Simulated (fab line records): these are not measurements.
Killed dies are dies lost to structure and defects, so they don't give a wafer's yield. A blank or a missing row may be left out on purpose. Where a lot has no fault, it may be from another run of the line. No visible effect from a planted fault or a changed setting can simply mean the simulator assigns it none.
Which of the tools did it? | flow gf180mcu | Sampling: 13 lots, 39 wafers, 5 of 602 route steps

== WHAT THE GAUGES READ, wafer by wafer ==
GF_HV_LDD_TW_MEAS_38.
lot  | measured     | on            | HV_LDD_3_TW
L790 | day 11 22:22 | film_metro-02 | 1424 1429 1422
L791 | day 12 06:23 | film_metro-01 | 1433 1433 1436
L792 | day 12 09:59 | film_metro-03 | 1446 1444 1447
L793 | day 12 21:58 | film_metro-03 | 1437 1439 1450
L794 | day 13 02:44 | film_metro-02 | 1419 1426 1423
L795 | day 13 12:10 | film_metro-03 | 1441 1435 1436
L796 | day 13 17:53 | film_metro-01 | 1431 1439 1435
L798 | day 14 11:22 | film_metro-01 | 1447 1438 1433
L799 | day 14 20:07 | film_metro-01 | 1437 1440 1448
L806 | day 16 23:13 | film_metro-03 | 1409 1413 1415
L808 | day 17 16:44 | film_metro-03 | 1438 1440 1431
L809 | day 18 03:27 | film_metro-02 | 1435 1441 1437
L810 | day 18 07:59 | film_metro-03 | 1437 1444 1443

GF_V2_RS_MEAS_24: the measuring method here is four-point-probe.
lot  | measured     | on            | V2_W_RS (ohm/sq)
L790 | day 20 16:37 | film_metro-02 | 0.310 0.309 0.315
L791 | day 21 04:31 | film_metro-02 | 0.319 0.318 0.317
L792 | day 21 06:26 | film_metro-01 | 0.315 0.313 0.315
L793 | day 22 00:12 | film_metro-03 | 0.315 0.317 0.314
L794 | day 22 06:38 | film_metro-02 | 0.317 0.318 0.317
L795 | day 22 16:08 | film_metro-03 | 0.313 0.315 0.309
L796 | day 22 20:32 | film_metro-02 | 0.320 0.318 0.319
L798 | day 23 17:23 | film_metro-01 | 0.318 0.319 0.319
L799 | day 24 02:46 | film_metro-02 | 0.316 0.314 0.310
L806 | day 26 05:10 | film_metro-03 | 0.318 0.319 0.316
L808 | day 26 20:35 | film_metro-01 | 0.318 0.321 0.321
L809 | day 27 03:25 | film_metro-02 | 0.315 0.317 0.318
L810 | day 27 08:38 | film_metro-01 | 0.312 0.307 0.311

== WHICH TOOL RAN EACH LOT (tool, then ch and the chambers of the sampled wafers, then the start) ==
lot  | GF_HV_LDD_IMPLANT_35            | GF_V2_CMP_04                  | GF_V2_SPUTTER_22
L790 | implanter-03 ch 0, day 11 21:59 | cmp-02 ch 0,1,2, day 19 15:42 | pvd_sputter-01, day 20 16:26
L791 | implanter-01 ch 0, day 12 06:01 | cmp-01 ch 0,2,3, day 20 02:31 | pvd_sputter-01, day 21 04:20
L792 | implanter-01 ch 0, day 12 09:35 | cmp-01 ch 0,1,3, day 20 04:56 | pvd_sputter-01, day 21 06:17
L793 | implanter-01 ch 0, day 12 21:34 | cmp-02 ch 1,2, day 20 22:26   | pvd_sputter-04, day 22 00:02
L794 | implanter-01 ch 0, day 13 02:22 | cmp-01 ch 0,2,3, day 21 05:41 | pvd_sputter-01, day 22 06:27
L795 | implanter-01 ch 0, day 13 11:37 | cmp-01 ch 0,1, day 21 15:25   | pvd_sputter-01, day 22 15:58
L796 | implanter-01 ch 0, day 13 17:29 | cmp-01 ch 0,2,3, day 21 19:22 | pvd_sputter-01, day 22 20:23
L798 | implanter-03 ch 0, day 14 10:59 | cmp-02 ch 0,2, day 22 17:28   | pvd_sputter-04, day 23 17:12
L799 | implanter-01 ch 0, day 14 19:44 | cmp-01 ch 1,2, day 23 02:24   | pvd_sputter-01, day 24 02:28
L806 | implanter-01 ch 0, day 16 22:50 | cmp-02 ch 0,1, day 25 05:55   | pvd_sputter-02, day 26 04:59
L808 | implanter-03 ch 0, day 17 16:20 | cmp-02 ch 1,3, day 25 22:13   | pvd_sputter-01, day 26 20:14
L809 | implanter-02 ch 0, day 18 03:04 | cmp-01 ch 0,2, day 26 05:58   | pvd_sputter-04, day 27 03:14
L810 | implanter-02 ch 0, day 18 07:37 | cmp-02 ch 1,2,3, day 26 11:19 | pvd_sputter-02, day 27 08:28
- GF_HV_LDD_IMPLANT_35
- GF_V2_CMP_04: polishes SiO2.
- GF_V2_SPUTTER_22: material TiN, target thk 10 nm, time 40 s.

== AS READ BY THE TOOLS THEMSELVES (means over the sampled wafers that have a number; for cases with no such wafer, the mark the record gives instead) ==
GF_V2_CMP_04.
lot  | tool   | motor_current_A (A) | time_to_endpoint_s (s)
L790 | cmp-02 | 11.9                | 75
L791 | cmp-01 | 11.7                | 77
L792 | cmp-01 | 11.2                | 74
L793 | cmp-02 | 12.8                | 78
L794 | cmp-01 | 11.8                | 73
L795 | cmp-01 | 10.9                | 74
L796 | cmp-01 | 12.0                | 76
L798 | cmp-02 | 10.7                | 78
L799 | cmp-01 | 10.9                | 77
L806 | cmp-02 | 11.2                | 79
L808 | cmp-02 | 12.6                | 79
L809 | cmp-01 | 11.9                | 72
L810 | cmp-02 | 12.0                | 79

GF_V2_SPUTTER_22.
lot  | tool           | throttle_valve_pct (%)
L790 | pvd_sputter-01 | 30.7
L791 | pvd_sputter-01 | 30.1
L792 | pvd_sputter-01 | 30.0
L793 | pvd_sputter-04 | 29.4
L794 | pvd_sputter-01 | 30.2
L795 | pvd_sputter-01 | 28.3
L796 | pvd_sputter-01 | 29.8
L798 | pvd_sputter-04 | 30.3
L799 | pvd_sputter-01 | 30.4
L806 | pvd_sputter-02 | 30.1
L808 | pvd_sputter-01 | 27.8
L809 | pvd_sputter-04 | 29.3
L810 | pvd_sputter-02 | 30.2

== THE ANSWER, worked out from the rows above alone ==
Rule: what is usual is taken from the lots themselves. Put in order of their means at a reading, lots are off if they are a third of the lots or fewer, leave a main group of 4 or more, and stand apart from it by a gap of 3 or more times the standard deviation of the main group's means; of several such gaps the widest counts. The tables above print the reading to a certain number of digits; a main group whose means all agree to those digits is not used. Also off: a lot with no number at a reading for which 4 or more lots have one. Where the step has rows for the other lots, those lots are counted as sound. The gauges are gone through in route order, then the tools' own readings, and for those a lot's mean is taken as printed above. At the first step where some lot is off, the reading lying furthest off is the one used; lots without a number count as furthest.
No lot is off on any of the readings shown, so nothing can be concluded from this.

== WHAT THE SIMULATOR HAD INSERTED ==
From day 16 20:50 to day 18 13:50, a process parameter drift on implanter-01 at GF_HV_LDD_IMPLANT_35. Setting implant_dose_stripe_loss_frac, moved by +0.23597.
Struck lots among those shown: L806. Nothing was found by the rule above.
